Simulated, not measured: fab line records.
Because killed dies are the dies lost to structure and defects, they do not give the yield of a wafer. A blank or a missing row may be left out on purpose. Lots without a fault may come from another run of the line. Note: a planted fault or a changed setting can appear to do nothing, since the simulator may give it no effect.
What tool caused it? :: flow gf180mcu :: Sampling: 24 lots, 72 wafers, 6 of 602 route steps

== WHAT THE GAUGES READ, wafer by wafer ==
GF_V1_RS_MEAS_24: measures by four-point-probe.
lot: L074
measured: day 18 01:09
on: film-metro-01
V1_W_RS (ohm/sq): 0.326 0.328 0.324

lot: L075
measured: day 18 12:33
on: film-metro-04
V1_W_RS (ohm/sq): 0.329 0.324 0.329

lot: L076
measured: day 18 16:26
on: film-metro-02
V1_W_RS (ohm/sq): 0.326 0.332 0.331

lot: L077
measured: day 18 20:37
on: film-metro-01
V1_W_RS (ohm/sq): 0.329 0.328 0.327

lot: L078
measured: day 19 22:10
on: film-metro-02
V1_W_RS (ohm/sq): 0.330 0.325 0.323

lot: L079
measured: day 19 22:25
on: film-metro-02
V1_W_RS (ohm/sq): 0.332 0.323 0.329

lot: L080
measured: day 20 08:06
on: film-metro-01
V1_W_RS (ohm/sq): 0.332 0.339 0.330

lot: L081
measured: day 20 19:46
on: film-metro-01
V1_W_RS (ohm/sq): 0.329 0.330 0.328

lot: L082
measured: day 21 07:00
on: film-metro-01
V1_W_RS (ohm/sq): 0.326 0.330 0.325

lot: L083
measured: day 21 13:07
on: film-metro-04
V1_W_RS (ohm/sq): 0.334 0.331 0.334

lot: L084
measured: day 22 05:23
on: film-metro-01
V1_W_RS (ohm/sq): 0.330 0.326 0.331

lot: L085
measured: day 22 15:54
on: film-metro-02
V1_W_RS (ohm/sq): 0.328 0.326 0.327

lot: L086
measured: day 22 16:28
on: film-metro-02
V1_W_RS (ohm/sq): 0.326 0.328 0.327

lot: L087
measured: day 22 23:43
on: film-metro-02
V1_W_RS (ohm/sq): 0.334 0.328 0.335

lot: L088
measured: day 23 10:07
on: film-metro-04
V1_W_RS (ohm/sq): 0.326 0.327 0.326

lot: L089
measured: day 23 20:47
on: film-metro-01
V1_W_RS (ohm/sq): 0.329 0.331 0.327

lot: L090
measured: day 24 05:37
on: film-metro-04
V1_W_RS (ohm/sq): 0.329 0.326 0.329

lot: L091
measured: day 24 10:13
on: film-metro-04
V1_W_RS (ohm/sq): 0.332 0.333 0.337

lot: L092
measured: day 24 18:24
on: film-metro-01
V1_W_RS (ohm/sq): 0.330 0.330 0.330

lot: L093
measured: day 24 22:56
on: film-metro-04
V1_W_RS (ohm/sq): 0.329 0.334 0.323

lot: L094
measured: day 25 07:39
on: film-metro-04
V1_W_RS (ohm/sq): 0.327 0.328 0.329

lot: L095
measured: day 25 12:38
on: film-metro-02
V1_W_RS (ohm/sq): 0.326 0.325 0.331

lot: L096
measured: day 25 19:08
on: film-metro-02
V1_W_RS (ohm/sq): 0.331 0.326 0.331

lot: L097
measured: day 26 03:10
on: film-metro-04
V1_W_RS (ohm/sq): 0.331 0.327 0.331

GF_V5_THK_MEAS_01.
lot: L074
measured: day 26 05:50
on: film-metro-01
V5_CVD_00_THK (nm): 296 299 299

lot: L075
measured: day 26 15:59
on: film-metro-01
V5_CVD_00_THK (nm): 295 301 294

lot: L076
measured: day 26 18:20
on: film-metro-01
V5_CVD_00_THK (nm): 304 301 302

lot: L077
measured: day 26 22:44
on: film-metro-01
V5_CVD_00_THK (nm): 302 294 302

lot: L078
measured: day 27 19:31
on: film-metro-01
V5_CVD_00_THK (nm): 299 291 296

lot: L079
measured: day 27 20:05
on: film-metro-02
V5_CVD_00_THK (nm): 301 305 305

lot: L080
measured: day 28 02:37
on: film-metro-01
V5_CVD_00_THK (nm): 302 303 306

lot: L081
measured: day 28 13:23
on: film-metro-01
V5_CVD_00_THK (nm): 296 302 298

lot: L082
measured: day 28 23:22
on: film-metro-01
V5_CVD_00_THK (nm): 299 300 298

lot: L083
measured: day 29 04:29
on: film-metro-04
V5_CVD_00_THK (nm): 297 301 298

lot: L084
measured: day 29 16:19
on: film-metro-01
V5_CVD_00_THK (nm): 302 301 299

lot: L085
measured: day 29 23:43
on: film-metro-04
V5_CVD_00_THK (nm): 293 294 300

lot: L086
measured: day 30 02:13
on: film-metro-02
V5_CVD_00_THK (nm): 295 301 303

lot: L087
measured: day 30 08:15
on: film-metro-02
V5_CVD_00_THK (nm): 303 295 300

lot: L088
measured: day 30 16:32
on: film-metro-02
V5_CVD_00_THK (nm): 303 300 303

lot: L089
measured: day 30 23:18
on: film-metro-01
V5_CVD_00_THK (nm): 302 298 299

lot: L090
measured: day 31 07:25
on: film-metro-02
V5_CVD_00_THK (nm): 300 296 298

lot: L091
measured: day 31 11:16
on: film-metro-01
V5_CVD_00_THK (nm): 295 299 299

lot: L092
measured: day 31 16:13
on: film-metro-04
V5_CVD_00_THK (nm): 299 301 302

lot: L093
measured: day 31 20:43
on: film-metro-01
V5_CVD_00_THK (nm): 301 302 300

lot: L094
measured: day 32 03:14
on: film-metro-02
V5_CVD_00_THK (nm): 300 303 300

lot: L095
measured: day 32 07:25
on: film-metro-01
V5_CVD_00_THK (nm): 298 297 299

lot: L096
measured: day 32 13:46
on: film-metro-04
V5_CVD_00_THK (nm): 300 296 299

lot: L097
measured: day 32 18:37
on: film-metro-01
V5_CVD_00_THK (nm): 303 304 301

== WHICH TOOL RAN EACH LOT (tool, then ch and the chambers of the sampled wafers, then the start) ==
lot: L074
GF_M2_SPUTTER_01: pvd-sputter-03, day 18 01:41
GF_V2_CVD_23: cvd-w-01 ch 0,1, day 20 04:04
GF_V3_CMP_04: cmp-02 ch 0,1,2, day 21 06:56
GF_V3_CMP_26: cmp-01 ch 0,1,3, day 22 08:31

lot: L075
GF_M2_SPUTTER_01: pvd-sputter-04, day 18 13:07
GF_V2_CVD_23: cvd-w-02 ch 0,1, day 20 15:43
GF_V3_CMP_04: cmp-02 ch 0,1,2, day 21 17:59
GF_V3_CMP_26: cmp-01 ch 1,2,3, day 22 19:30

lot: L076
GF_M2_SPUTTER_01: pvd-sputter-04, day 18 17:01
GF_V2_CVD_23: cvd-w-02 ch 0,1, day 20 19:40
GF_V3_CMP_04: cmp-01 ch 0,1,3, day 21 21:44
GF_V3_CMP_26: cmp-01 ch 0,2, day 22 22:45

lot: L077
GF_M2_SPUTTER_01: pvd-sputter-03, day 18 21:11
GF_V2_CVD_23: cvd-w-01 ch 0,1, day 20 23:43
GF_V3_CMP_04: cmp-01 ch 1,2, day 22 01:40
GF_V3_CMP_26: cmp-01 ch 1,2,3, day 23 02:53

lot: L078
GF_M2_SPUTTER_01: pvd-sputter-04, day 19 22:44
GF_V2_CVD_23: cvd-w-01 ch 0,1, day 22 01:05
GF_V3_CMP_04: cmp-01 ch 0,1,3, day 23 02:23
GF_V3_CMP_26: cmp-02 ch 1,3, day 24 02:55

lot: L079
GF_M2_SPUTTER_01: pvd-sputter-03, day 19 23:02
GF_V2_CVD_23: cvd-w-02 ch 0,1, day 22 01:32
GF_V3_CMP_04: cmp-02 ch 0,2,3, day 23 02:44
GF_V3_CMP_26: cmp-01 ch 0,1, day 24 03:00

lot: L080
GF_M2_SPUTTER_01: pvd-sputter-03, day 20 08:41
GF_V2_CVD_23: cvd-w-02 ch 0,1, day 22 11:02
GF_V3_CMP_04: cmp-01 ch 2,3, day 23 12:39
GF_V3_CMP_26: cmp-01 ch 1,2, day 24 12:06

lot: L081
GF_M2_SPUTTER_01: pvd-sputter-01, day 20 20:21
GF_V2_CVD_23: cvd-w-01 ch 0,1, day 22 22:23
GF_V3_CMP_04: cmp-02 ch 0,1,2, day 23 23:08
GF_V3_CMP_26: cmp-02 ch 0,2, day 24 22:06

lot: L082
GF_M2_SPUTTER_01: pvd-sputter-03, day 21 07:32
GF_V2_CVD_23: cvd-w-01 ch 0,1, day 23 09:35
GF_V3_CMP_04: cmp-01 ch 0,1,2, day 24 10:17
GF_V3_CMP_26: cmp-02 ch 2,3, day 25 09:14

lot: L083
GF_M2_SPUTTER_01: pvd-sputter-03, day 21 13:39
GF_V2_CVD_23: cvd-w-01 ch 0,1, day 23 15:17
GF_V3_CMP_04: cmp-01 ch 1,2,3, day 24 15:56
GF_V3_CMP_26: cmp-01 ch 0,1,2, day 25 14:48

lot: L084
GF_M2_SPUTTER_01: pvd-sputter-03, day 22 05:57
GF_V2_CVD_23: cvd-w-02 ch 0, day 24 05:35
GF_V3_CMP_04: cmp-02 ch 0,2,3, day 25 06:17
GF_V3_CMP_26: cmp-02 ch 1,3, day 26 04:58

lot: L085
GF_M2_SPUTTER_01: pvd-sputter-03, day 22 16:29
GF_V2_CVD_23: cvd-w-01 ch 0,1, day 24 16:01
GF_V3_CMP_04: cmp-02 ch 0,3, day 25 15:56
GF_V3_CMP_26: cmp-02 ch 0,1,2, day 26 14:09

lot: L086
GF_M2_SPUTTER_01: pvd-sputter-04, day 22 17:03
GF_V2_CVD_23: cvd-w-01 ch 0,1, day 24 17:02
GF_V3_CMP_04: cmp-02 ch 0,1,2, day 25 17:06
GF_V3_CMP_26: cmp-02 ch 1,2,3, day 26 16:31

lot: L087
GF_M2_SPUTTER_01: pvd-sputter-03, day 23 00:16
GF_V2_CVD_23: cvd-w-02 ch 0,1, day 24 23:55
GF_V3_CMP_04: cmp-01 ch 0,1,2, day 25 23:14
GF_V3_CMP_26: cmp-02 ch 0,1, day 26 21:13

lot: L088
GF_M2_SPUTTER_01: pvd-sputter-04, day 23 10:51
GF_V2_CVD_23: cvd-w-02 ch 0,1, day 25 09:05
GF_V3_CMP_04: cmp-01 ch 1,2, day 26 07:54
GF_V3_CMP_26: cmp-01 ch 0,3, day 27 06:13

lot: L089
GF_M2_SPUTTER_01: pvd-sputter-04, day 23 21:21
GF_V2_CVD_23: cvd-w-02 ch 0, day 25 19:02
GF_V3_CMP_04: cmp-01 ch 0,3, day 26 17:24
GF_V3_CMP_26: cmp-01 ch 2,3, day 27 15:42

lot: L090
GF_M2_SPUTTER_01: pvd-sputter-03, day 24 06:12
GF_V2_CVD_23: cvd-w-01 ch 0, day 26 04:02
GF_V3_CMP_04: cmp-02 ch 1,3, day 27 02:16
GF_V3_CMP_26: cmp-02 ch 0,3, day 27 23:48

lot: L091
GF_M2_SPUTTER_01: pvd-sputter-04, day 24 10:58
GF_V2_CVD_23: cvd-w-02 ch 0, day 26 07:56
GF_V3_CMP_04: cmp-02 ch 1,2, day 27 06:22
GF_V3_CMP_26: cmp-01 ch 2,3, day 28 04:08

lot: L092
GF_M2_SPUTTER_01: pvd-sputter-03, day 24 18:59
GF_V2_CVD_23: cvd-w-02 ch 0,1, day 26 15:56
GF_V3_CMP_04: cmp-02 ch 1,2,3, day 27 13:44
GF_V3_CMP_26: cmp-01 ch 0,1,3, day 28 10:06

lot: L093
GF_M2_SPUTTER_01: pvd-sputter-04, day 24 23:30
GF_V2_CVD_23: cvd-w-01 ch 1, day 26 19:46
GF_V3_CMP_04: cmp-01 ch 1,2, day 27 17:53
GF_V3_CMP_26: cmp-02 ch 0,3, day 28 15:33

lot: L094
GF_M2_SPUTTER_01: pvd-sputter-04, day 25 08:14
GF_V2_CVD_23: cvd-w-02 ch 0,1, day 27 04:26
GF_V3_CMP_04: cmp-01 ch 0,1,3, day 28 01:30
GF_V3_CMP_26: cmp-01 ch 0,1,3, day 28 23:01

lot: L095
GF_M2_SPUTTER_01: pvd-sputter-03, day 25 13:11
GF_V2_CVD_23: cvd-w-01 ch 0,1, day 27 09:22
GF_V3_CMP_04: cmp-01 ch 2,3, day 28 07:05
GF_V3_CMP_26: cmp-02 ch 2,3, day 29 02:59

lot: L096
GF_M2_SPUTTER_01: pvd-sputter-01, day 25 19:43
GF_V2_CVD_23: cvd-w-02 ch 0,1, day 27 15:26
GF_V3_CMP_04: cmp-02 ch 0,2, day 28 13:28
GF_V3_CMP_26: cmp-02 ch 0,3, day 29 09:19

lot: L097
GF_M2_SPUTTER_01: pvd-sputter-03, day 26 03:41
GF_V2_CVD_23: cvd-w-01 ch 0,1, day 27 23:18
GF_V3_CMP_04: cmp-02 ch 0,1,3, day 28 20:03
GF_V3_CMP_26: cmp-02 ch 0,1,3, day 29 16:44
- GF_M2_SPUTTER_01: material TiN, target thk 30 nm, time 25 s.
- GF_V2_CVD_23: deposits W, target thk 350 nm, time 104.94 s.
- GF_V3_CMP_04: polishes SiO2.
- GF_V3_CMP_26: polishes, stops on SiO2, t overpolish 15 s, target thk 0 nm.

== AS READ BY THE TOOLS THEMSELVES (means over the sampled wafers that have a number; for cases with no such wafer, the mark the record gives instead) ==
GF_M2_SPUTTER_01.
lot: L074
tool: pvd-sputter-03
throttle-valve-pct (%): 30.5

lot: L075
tool: pvd-sputter-04
throttle-valve-pct (%): 29.2

lot: L076
tool: pvd-sputter-04
throttle-valve-pct (%): 29.3

lot: L077
tool: pvd-sputter-03
throttle-valve-pct (%): 30.6

lot: L078
tool: pvd-sputter-04
throttle-valve-pct (%): 29.0

lot: L079
tool: pvd-sputter-03
throttle-valve-pct (%): 30.2

lot: L080
tool: pvd-sputter-03
throttle-valve-pct (%): 30.7

lot: L081
tool: pvd-sputter-01
throttle-valve-pct (%): 31.0

lot: L082
tool: pvd-sputter-03
throttle-valve-pct (%): 30.0

lot: L083
tool: pvd-sputter-03
throttle-valve-pct (%): 30.5

lot: L084
tool: pvd-sputter-03
throttle-valve-pct (%): 30.2

lot: L085
tool: pvd-sputter-03
throttle-valve-pct (%): 30.2

lot: L086
tool: pvd-sputter-04
throttle-valve-pct (%): 29.4

lot: L087
tool: pvd-sputter-03
throttle-valve-pct (%): 30.1

lot: L088
tool: pvd-sputter-04
throttle-valve-pct (%): 29.2

lot: L089
tool: pvd-sputter-04
throttle-valve-pct (%): 30.3

lot: L090
tool: pvd-sputter-03
throttle-valve-pct (%): 30.0

lot: L091
tool: pvd-sputter-04
throttle-valve-pct (%): 29.3

lot: L092
tool: pvd-sputter-03
throttle-valve-pct (%): 30.4

lot: L093
tool: pvd-sputter-04
throttle-valve-pct (%): 29.1

lot: L094
tool: pvd-sputter-04
throttle-valve-pct (%): 30.1

lot: L095
tool: pvd-sputter-03
throttle-valve-pct (%): 30.6

lot: L096
tool: pvd-sputter-01
throttle-valve-pct (%): 30.0

lot: L097
tool: pvd-sputter-03
throttle-valve-pct (%): 30.2

GF_V2_CVD_23.
lot: L074
tool: cvd-w-01
chamber-pressure-Torr (Torr): 39.90
heater-power-w (W): 818

lot: L075
tool: cvd-w-02
chamber-pressure-Torr (Torr): 40.02
heater-power-w (W): 891

lot: L076
tool: cvd-w-02
chamber-pressure-Torr (Torr): 39.98
heater-power-w (W): 884

lot: L077
tool: cvd-w-01
chamber-pressure-Torr (Torr): 39.96
heater-power-w (W): 792

lot: L078
tool: cvd-w-01
chamber-pressure-Torr (Torr): 40.05
heater-power-w (W): 792

lot: L079
tool: cvd-w-02
chamber-pressure-Torr (Torr): 40.00
heater-power-w (W): 867

lot: L080
tool: cvd-w-02
chamber-pressure-Torr (Torr): 40.07
heater-power-w (W): 884

lot: L081
tool: cvd-w-01
chamber-pressure-Torr (Torr): 39.99
heater-power-w (W): 816

lot: L082
tool: cvd-w-01
chamber-pressure-Torr (Torr): 40.13
heater-power-w (W): 795

lot: L083
tool: cvd-w-01
chamber-pressure-Torr (Torr): 39.90
heater-power-w (W): 826

lot: L084
tool: cvd-w-02
chamber-pressure-Torr (Torr): 39.90
heater-power-w (W): 875

lot: L085
tool: cvd-w-01
chamber-pressure-Torr (Torr): 40.00
heater-power-w (W): 827

lot: L086
tool: cvd-w-01
chamber-pressure-Torr (Torr): 39.98
heater-power-w (W): 812

lot: L087
tool: cvd-w-02
chamber-pressure-Torr (Torr): 39.95
heater-power-w (W): 874

lot: L088
tool: cvd-w-02
chamber-pressure-Torr (Torr): 40.05
heater-power-w (W): 861

lot: L089
tool: cvd-w-02
chamber-pressure-Torr (Torr): 40.04
heater-power-w (W): 895

lot: L090
tool: cvd-w-01
chamber-pressure-Torr (Torr): 39.94
heater-power-w (W): 785

lot: L091
tool: cvd-w-02
chamber-pressure-Torr (Torr): 39.94
heater-power-w (W): 878

lot: L092
tool: cvd-w-02
chamber-pressure-Torr (Torr): 40.02
heater-power-w (W): 860

lot: L093
tool: cvd-w-01
chamber-pressure-Torr (Torr): 40.07
heater-power-w (W): 839

lot: L094
tool: cvd-w-02
chamber-pressure-Torr (Torr): 40.02
heater-power-w (W): 876

lot: L095
tool: cvd-w-01
chamber-pressure-Torr (Torr): 39.92
heater-power-w (W): 798

lot: L096
tool: cvd-w-02
chamber-pressure-Torr (Torr): 40.03
heater-power-w (W): 877

lot: L097
tool: cvd-w-01
chamber-pressure-Torr (Torr): 39.99
heater-power-w (W): 805

GF_V3_CMP_04.
lot: L074
tool: cmp-02
motor-current-A (A): 12.7
time-to-endpoint-s (s): 77

lot: L075
tool: cmp-02
motor-current-A (A): 12.5
time-to-endpoint-s (s): 84

lot: L076
tool: cmp-01
motor-current-A (A): 10.9
time-to-endpoint-s (s): 85

lot: L077
tool: cmp-01
motor-current-A (A): 11.7
time-to-endpoint-s (s): 83

lot: L078
tool: cmp-01
motor-current-A (A): 11.2
time-to-endpoint-s (s): 85

lot: L079
tool: cmp-02
motor-current-A (A): 12.4
time-to-endpoint-s (s): 80

lot: L080
tool: cmp-01
motor-current-A (A): 10.8
time-to-endpoint-s (s): 81

lot: L081
tool: cmp-02
motor-current-A (A): 12.6
time-to-endpoint-s (s): 78

lot: L082
tool: cmp-01
motor-current-A (A): 11.2
time-to-endpoint-s (s): 86

lot: L083
tool: cmp-01
motor-current-A (A): 11.0
time-to-endpoint-s (s): 83

lot: L084
tool: cmp-02
motor-current-A (A): 12.4
time-to-endpoint-s (s): 76

lot: L085
tool: cmp-02
motor-current-A (A): 13.3
time-to-endpoint-s (s): 80

lot: L086
tool: cmp-02
motor-current-A (A): 12.8
time-to-endpoint-s (s): 75

lot: L087
tool: cmp-01
motor-current-A (A): 10.9
time-to-endpoint-s (s): 79

lot: L088
tool: cmp-01
motor-current-A (A): 11.0
time-to-endpoint-s (s): 80

lot: L089
tool: cmp-01
motor-current-A (A): 11.0
time-to-endpoint-s (s): 78

lot: L090
tool: cmp-02
motor-current-A (A): 13.9
time-to-endpoint-s (s): 80

lot: L091
tool: cmp-02
motor-current-A (A): 12.1
time-to-endpoint-s (s): 81

lot: L092
tool: cmp-02
motor-current-A (A): 12.7
time-to-endpoint-s (s): 73

lot: L093
tool: cmp-01
motor-current-A (A): 10.8
time-to-endpoint-s (s): 84

lot: L094
tool: cmp-01
motor-current-A (A): 11.1
time-to-endpoint-s (s): 76

lot: L095
tool: cmp-01
motor-current-A (A): 11.0
time-to-endpoint-s (s): 78

lot: L096
tool: cmp-02
motor-current-A (A): 11.6
time-to-endpoint-s (s): 72

lot: L097
tool: cmp-02
motor-current-A (A): 13.6
time-to-endpoint-s (s): 78

GF_V3_CMP_26.
lot: L074
tool: cmp-01
motor-current-A (A): 10.5
overpolish-run-s (s): 14.998
time-to-endpoint-s (s): 90

lot: L075
tool: cmp-01
motor-current-A (A): 10.2
overpolish-run-s (s): 15.000
time-to-endpoint-s (s): 86

lot: L076
tool: cmp-01
motor-current-A (A): 9.9
overpolish-run-s (s): 15.003
time-to-endpoint-s (s): 90

lot: L077
tool: cmp-01
motor-current-A (A): 10.0
overpolish-run-s (s): 14.998
time-to-endpoint-s (s): 88

lot: L078
tool: cmp-02
motor-current-A (A): 12.4
overpolish-run-s (s): 15.004
time-to-endpoint-s (s): 81

lot: L079
tool: cmp-01
motor-current-A (A): 10.3
overpolish-run-s (s): 15.000
time-to-endpoint-s (s): 87

lot: L080
tool: cmp-01
motor-current-A (A): 10.3
overpolish-run-s (s): 15.001
time-to-endpoint-s (s): 85

lot: L081
tool: cmp-02
motor-current-A (A): 10.6
overpolish-run-s (s): 15.001
time-to-endpoint-s (s): 83

lot: L082
tool: cmp-02
motor-current-A (A): 11.9
overpolish-run-s (s): 14.996
time-to-endpoint-s (s): 85

lot: L083
tool: cmp-01
motor-current-A (A): 9.7
overpolish-run-s (s): 15.001
time-to-endpoint-s (s): 84

lot: L084
tool: cmp-02
motor-current-A (A): 12.5
overpolish-run-s (s): 15.013
time-to-endpoint-s (s): 85

lot: L085
tool: cmp-02
motor-current-A (A): 11.2
overpolish-run-s (s): 14.996
time-to-endpoint-s (s): 83

lot: L086
tool: cmp-02
motor-current-A (A): 11.7
overpolish-run-s (s): 15.003
time-to-endpoint-s (s): 88

lot: L087
tool: cmp-02
motor-current-A (A): 12.3
overpolish-run-s (s): 15.004
time-to-endpoint-s (s): 79

lot: L088
tool: cmp-01
motor-current-A (A): 9.9
overpolish-run-s (s): 15.000
time-to-endpoint-s (s): 83

lot: L089
tool: cmp-01
motor-current-A (A): 10.0
overpolish-run-s (s): 15.010
time-to-endpoint-s (s): 86

lot: L090
tool: cmp-02
motor-current-A (A): 12.5
overpolish-run-s (s): 15.002
time-to-endpoint-s (s): 84

lot: L091
tool: cmp-01
motor-current-A (A): 9.8
overpolish-run-s (s): 15.005
time-to-endpoint-s (s): 90

lot: L092
tool: cmp-01
motor-current-A (A): 10.1
overpolish-run-s (s): 15.001
time-to-endpoint-s (s): 85

lot: L093
tool: cmp-02
motor-current-A (A): 12.2
overpolish-run-s (s): 15.004
time-to-endpoint-s (s): 84

lot: L094
tool: cmp-01
motor-current-A (A): 9.9
overpolish-run-s (s): 15.007
time-to-endpoint-s (s): 86

lot: L095
tool: cmp-02
motor-current-A (A): 11.1
overpolish-run-s (s): 14.999
time-to-endpoint-s (s): 80

lot: L096
tool: cmp-02
motor-current-A (A): 11.8
overpolish-run-s (s): 14.998
time-to-endpoint-s (s): 80

lot: L097
tool: cmp-02
motor-current-A (A): 12.6
overpolish-run-s (s): 14.996
time-to-endpoint-s (s): 81

== THE ANSWER, worked out from the rows above alone ==
Rule: the usual values come from the lots themselves. The widest of any qualifying gaps counts: lots, ordered by their means at a reading, are off when they make up no more than a third of the lots, leave a main group of 4 or more, and stand apart from it by 3 or more times the standard deviation of that group's means. Not used: any main group whose means are identical at the precision the tables above print for the reading. A lot without any number at a reading at which 4 lots or more have one is off too. Any other lot the step has rows for is counted as sound. Order of review: gauges by route order, followed by the tools' own readings, for which a lot's mean as printed above is used. The first step at which some lot is off is used, and at that step the reading that is off furthest; a lot without a number counts as furthest.
Across all readings shown, no lot is off: no conclusion can be drawn from this.

== WHAT WAS PUT IN BY THE SIMULATOR ==
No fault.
